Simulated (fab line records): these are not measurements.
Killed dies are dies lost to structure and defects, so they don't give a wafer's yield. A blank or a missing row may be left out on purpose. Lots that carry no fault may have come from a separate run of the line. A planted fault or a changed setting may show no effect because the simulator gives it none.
Matching of chambers | flow sky130 | 4 sister chambers for SKY_LI_CONTACT_CMP_24 on cmp-01
The step polishes, stops on PSG, t overpolish 20 s, target thk 0 nm. 22 wafers are shown with their chamber, then 11 later ones without.

== EACH WAFER AND ITS CHAMBER ==
wafer  | chamber | motor current A (A) | time to endpoint s (s) | slurry flow ml min
L074.3 | 0       | 11.8                | 94                     | 150.0
L074.4 | 2       | 13.0                | 96                     | 149.3
L074.6 | 0       | 11.5                | 94                     | 149.8
L076.1 | 2       | 12.2                | 95                     | 150.3
L076.4 | 1       | 11.5                | 90                     | 150.2
L076.6 | 0       | 11.5                | 97                     | 149.8
L079.1 | 2       | 12.3                | 95                     | 150.3
L079.3 | 0       | 10.9                | 95                     | 149.9
L079.5 | 3       | 10.5                | 100                    | 149.6
L081.1 | 1       | 11.5                | 88                     | 149.4
L081.2 | 3       | 10.3                | 102                    | 149.6
L081.5 | 2       | 12.9                | 96                     | 149.5
L084.1 | 2       | 12.9                | 94                     | 150.1
L084.2 | 3       | 10.0                | 96                     | 150.2
L084.6 | 3       | 10.3                | 94                     | 150.5
L087.3 | 0       | 10.9                | 92                     | 150.2
L087.5 | 3       | 10.2                | 101                    | 149.6
L087.6 | 2       | 12.4                | 91                     | 150.2
L093.3 | 2       | 12.0                | 96                     | 150.4
L093.4 | 3       | 10.6                | 94                     | 150.3
L093.6 | 2       | 12.8                | 94                     | 150.0
L094.2 | 1       | 10.6                | 88                     | 149.3

SIGNATURES (averages over the wafers above)
reading            | chamber 0 | chamber 1 | chamber 2 | chamber 3 | scatter within a chamber
motor current A    | 11.320    | 11.200    | 12.562    | 10.317    | 0.368
time to endpoint s | 94.40     | 88.67     | 94.62     | 97.83     | 2.36
slurry flow ml min | 149.940   | 149.633   | 150.012   | 149.967   | 0.379
Rule: for a wafer and a chamber, the distance is found by dividing, reading by reading, the gap between the wafer's reading and the chamber's mean by the reading's scatter, squaring, summing and taking the root. The wafer belongs to the nearest chamber; if the next one is less than 2 further off, it can't be placed. The scatter: the root of (the sum of the squares of (reading less its chamber's mean) over the shown wafers, divided by (wafers less chambers)).

== WAFERS WITH NO CHAMBER GIVEN ==
wafer  | motor current A (A) | time to endpoint s (s) | slurry flow ml min
L094.3 | 10.7                | 92                     | 149.9
L094.5 | 11.1                | 93                     | 149.5
L095.2 | 12.0                | 93                     | 150.7
L095.3 | 11.9                | 89                     | 149.6
L095.5 | 10.8                | 90                     | 149.7
L096.1 | 11.3                | 86                     | 150.2
L096.3 | 10.3                | 92                     | 149.3
L096.4 | 13.0                | 93                     | 149.4
L097.1 | 10.4                | 95                     | 150.0
L097.2 | 11.0                | 87                     | 149.5
L097.4 | 12.3                | 92                     | 150.4

== WHICH CHAMBER EACH WENT THROUGH ==
wafer  | from the rows above          | in truth
L094.3 | can't be placed: 0 or 1 or 3 | 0
L094.5 | can't be placed: 0 or 1 or 3 | 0
L095.2 | can't be placed: 2 or 0 or 1 | 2
L095.3 | can't be placed: 1 or 0 or 2 | 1
L095.5 | can't be placed: 1 or 0      | 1
L096.1 | can't be placed: 1 or 0      | 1
L096.3 | can't be placed: 1 or 3 or 0 | 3
L096.4 | 2                            | 2
L097.1 | can't be placed: 3 or 0      | 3
L097.2 | 1                            | 1
L097.4 | can't be placed: 2 or 0      | 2
Correct placement for 2 of the 11. Not placeable from these rows: 9 (in 9, the candidates include the true chamber). Placed wrongly: 0.
